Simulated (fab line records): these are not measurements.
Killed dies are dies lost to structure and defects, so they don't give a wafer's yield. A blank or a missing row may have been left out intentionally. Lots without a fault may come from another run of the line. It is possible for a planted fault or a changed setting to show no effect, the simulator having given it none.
Check for tools in common || flow sky130 || Sampled: 12 lots, 36 wafers

WHY THIS WAS OPENED
SKY_NWELL_RS_MEAS_29, reading NWELL_RS: flagged on 2 of 12 lots. No-fault wafers: 624.2 ohm/sq, standard deviation 1.8.
Rule: a lot gets a flag if all its wafers with a number sit over 4 standard deviations from that mean, or if no wafer of it has a number. The rest of the lots are taken to be sound.

{"lot": "L362", "measured": "day 5 09:41", "on": "film-metro-04", "NWELL_RS (ohm/sq), wafer by wafer": "623.9 625.0 623.3", "flag": ""}
{"lot": "L364", "measured": "day 5 19:23", "on": "film-metro-03", "NWELL_RS (ohm/sq), wafer by wafer": "626.7 625.6 626.3", "flag": ""}
{"lot": "L365", "measured": "day 5 23:54", "on": "film-metro-03", "NWELL_RS (ohm/sq), wafer by wafer": "626.1 625.4 624.4", "flag": ""}
{"lot": "L366", "measured": "day 6 08:10", "on": "film-metro-03", "NWELL_RS (ohm/sq), wafer by wafer": "625.3 625.7 626.7", "flag": ""}
{"lot": "L367", "measured": "day 6 14:14", "on": "film-metro-04", "NWELL_RS (ohm/sq), wafer by wafer": "622.1 622.3 621.2", "flag": ""}
{"lot": "L368", "measured": "day 6 21:49", "on": "film-metro-03", "NWELL_RS (ohm/sq), wafer by wafer": "639.9 638.6 638.0", "flag": "FLAGGED"}
{"lot": "L370", "measured": "day 7 09:04", "on": "film-metro-03", "NWELL_RS (ohm/sq), wafer by wafer": "641.3 642.5 643.2", "flag": "FLAGGED"}
{"lot": "L371", "measured": "day 7 12:40", "on": "film-metro-01", "NWELL_RS (ohm/sq), wafer by wafer": "626.1 628.3 624.9", "flag": ""}
{"lot": "L377", "measured": "day 9 09:38", "on": "film-metro-03", "NWELL_RS (ohm/sq), wafer by wafer": "626.4 625.0 627.1", "flag": ""}
{"lot": "L378", "measured": "day 9 09:56", "on": "film-metro-04", "NWELL_RS (ohm/sq), wafer by wafer": "623.5 621.2 621.9", "flag": ""}
{"lot": "L383", "measured": "day 10 20:36", "on": "film-metro-03", "NWELL_RS (ohm/sq), wafer by wafer": "622.9 621.8 620.2", "flag": ""}
{"lot": "L385", "measured": "day 11 06:26", "on": "film-metro-01", "NWELL_RS (ohm/sq), wafer by wafer": "625.5 625.4 626.0", "flag": ""}
The mean of the flagged lots' numbers is 640.6 ohm/sq, +16.4 ohm/sq from the usual (+9 standard deviations).

TOOL THAT RAN EACH LOT
The record holds 1 process step before the reading, out of a route of 708 steps. Read each cell as the tool, then ch plus the chambers that the sampled wafers visited, then the start.
{"lot": "L362", "flag": "", "SKY_NWELL_IMPLANT_13": "implanter-01 ch 0, day 4 15:07"}
{"lot": "L364", "flag": "", "SKY_NWELL_IMPLANT_13": "implanter-01 ch 0, day 5 01:10"}
{"lot": "L365", "flag": "", "SKY_NWELL_IMPLANT_13": "implanter-01 ch 0, day 5 06:02"}
{"lot": "L366", "flag": "", "SKY_NWELL_IMPLANT_13": "implanter-01 ch 0, day 5 13:52"}
{"lot": "L367", "flag": "", "SKY_NWELL_IMPLANT_13": "implanter-04 ch 0, day 5 18:55"}
{"lot": "L368", "flag": "FLAGGED", "SKY_NWELL_IMPLANT_13": "implanter-01 ch 0, day 6 01:52"}
{"lot": "L370", "flag": "FLAGGED", "SKY_NWELL_IMPLANT_13": "implanter-01 ch 0, day 6 13:40"}
{"lot": "L371", "flag": "", "SKY_NWELL_IMPLANT_13": "implanter-03 ch 0, day 6 17:34"}
{"lot": "L377", "flag": "", "SKY_NWELL_IMPLANT_13": "implanter-04 ch 0, day 8 12:34"}
{"lot": "L378", "flag": "", "SKY_NWELL_IMPLANT_13": "implanter-03 ch 0, day 8 12:46"}
{"lot": "L383", "flag": "", "SKY_NWELL_IMPLANT_13": "implanter-01 ch 0, day 9 21:41"}
{"lot": "L385", "flag": "", "SKY_NWELL_IMPLANT_13": "implanter-04 ch 0, day 10 06:55"}
What these steps do:
- SKY_NWELL_IMPLANT_13
- SKY_NWELL_RS_MEAS_29: measures by four-point-probe.

FLAGGED OVER TOTAL, TOOL BY TOOL (the gauges that took the reading come last)
{"step": "SKY_NWELL_IMPLANT_13", "tool": "implanter-01", "lots run": 7, "flagged": 2, "share of the flagged lots": "all", "sound lots run after its first flagged lot": "1 (L383)"}
{"step": "SKY_NWELL_IMPLANT_13", "tool": "implanter-03", "lots run": 2, "flagged": 0, "share of the flagged lots": "none", "sound lots run after its first flagged lot": "-"}
{"step": "SKY_NWELL_IMPLANT_13", "tool": "implanter-04", "lots run": 3, "flagged": 0, "share of the flagged lots": "none", "sound lots run after its first flagged lot": "-"}
{"step": "SKY_NWELL_RS_MEAS_29", "tool": "film-metro-01", "lots run": 2, "flagged": 0, "share of the flagged lots": "none", "sound lots run after its first flagged lot": "-"}
{"step": "SKY_NWELL_RS_MEAS_29", "tool": "film-metro-03", "lots run": 7, "flagged": 2, "share of the flagged lots": "all", "sound lots run after its first flagged lot": "2 (L377,L383)"}
{"step": "SKY_NWELL_RS_MEAS_29", "tool": "film-metro-04", "lots run": 3, "flagged": 0, "share of the flagged lots": "none", "sound lots run after its first flagged lot": "-"}

WHAT THE TABLE ALLOWS
Rows of the table that ran all the flagged lots, 2 in number: implanter-01 at SKY_NWELL_IMPLANT_13; film-metro-03 at SKY_NWELL_RS_MEAS_29.
- implanter-01 at SKY_NWELL_IMPLANT_13: 2 of its 7 lots flagged. After the first flagged lot (L383), sound lots still ran on it; a lasting fault on the whole tool would not permit that. Its own readings (dose-ions-cm2, faraday-current-uA) fall more than 4 standard deviations out on all wafers of the flagged lots.
- film-metro-03 at SKY_NWELL_RS_MEAS_29: 2 of its 7 lots flagged. After the first flagged lot (L377, L383), sound lots still ran on it; a lasting fault on the whole tool would not permit that.
None of the table's rows ran every flagged lot and, after the first, no sound lot.

WHAT THE SIMULATOR PUT IN
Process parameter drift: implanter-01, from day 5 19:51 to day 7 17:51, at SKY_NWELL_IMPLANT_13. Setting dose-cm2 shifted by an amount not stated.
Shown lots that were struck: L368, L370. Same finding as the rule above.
